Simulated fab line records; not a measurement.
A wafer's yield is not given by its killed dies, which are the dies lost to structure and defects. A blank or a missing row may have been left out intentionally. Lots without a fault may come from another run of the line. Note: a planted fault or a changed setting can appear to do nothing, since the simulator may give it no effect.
Matching of chambers / flow sky130 / SKY_METAL3_ETCH_17 on rie-diel-02: 4 sister chambers
The step etches SiO2 in C4F8/O2/Ar, stops on TiN, time 3.9 s, target depth 15 nm. 4 wafers are shown with their chamber, then 7 later ones without.

WAFERS WITH THEIR CHAMBER
wafer=L716.1; chamber=1; bias-w (W)=1201
wafer=L725.6; chamber=3; bias-w (W)=1204
wafer=L727.2; chamber=0; bias-w (W)=1203
wafer=L727.3; chamber=2; bias-w (W)=1203

WAFERS WITHOUT THEIR CHAMBER
wafer=L727.5; bias-w (W)=1208
wafer=L730.3; bias-w (W)=1202
wafer=L730.4; bias-w (W)=1197
wafer=L730.5; bias-w (W)=1202
wafer=L732.1; bias-w (W)=1203
wafer=L732.2; bias-w (W)=1200
wafer=L732.4; bias-w (W)=1204

WHICH CHAMBER EACH WENT THROUGH
wafer=L727.5; from the rows above=can't be placed: 3 or 0 or 2 or 1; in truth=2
wafer=L730.3; from the rows above=can't be placed: 0 or 1 or 2 or 3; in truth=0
wafer=L730.4; from the rows above=can't be placed: 1 or 0 or 2 or 3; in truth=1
wafer=L730.5; from the rows above=can't be placed: 0 or 1 or 2 or 3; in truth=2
wafer=L732.1; from the rows above=can't be placed: 0 or 2 or 3 or 1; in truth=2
wafer=L732.2; from the rows above=can't be placed: 1 or 0 or 2 or 3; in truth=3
wafer=L732.4; from the rows above=can't be placed: 3 or 0 or 2 or 1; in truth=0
Correctly placed: 0 of 7. Can't be placed from these rows: 7 (the true chamber is among the candidates in 7). 0 placed wrongly.
How it was worked out, from the rows above alone: a wafer's distance from a chamber is the root of the sum, over the readings, of the square of ((its reading less the chamber's mean) divided by the reading's scatter). If the next closest chamber is less than 2 further off than the closest, the wafer can't be placed; otherwise it belongs to the closest. For every chamber, the mean is computed from those of its wafers that are shown. The scatter (one wafer shown for each chamber): square how far every hidden wafer sits from the nearest shown wafer, average those squares and take the square root.
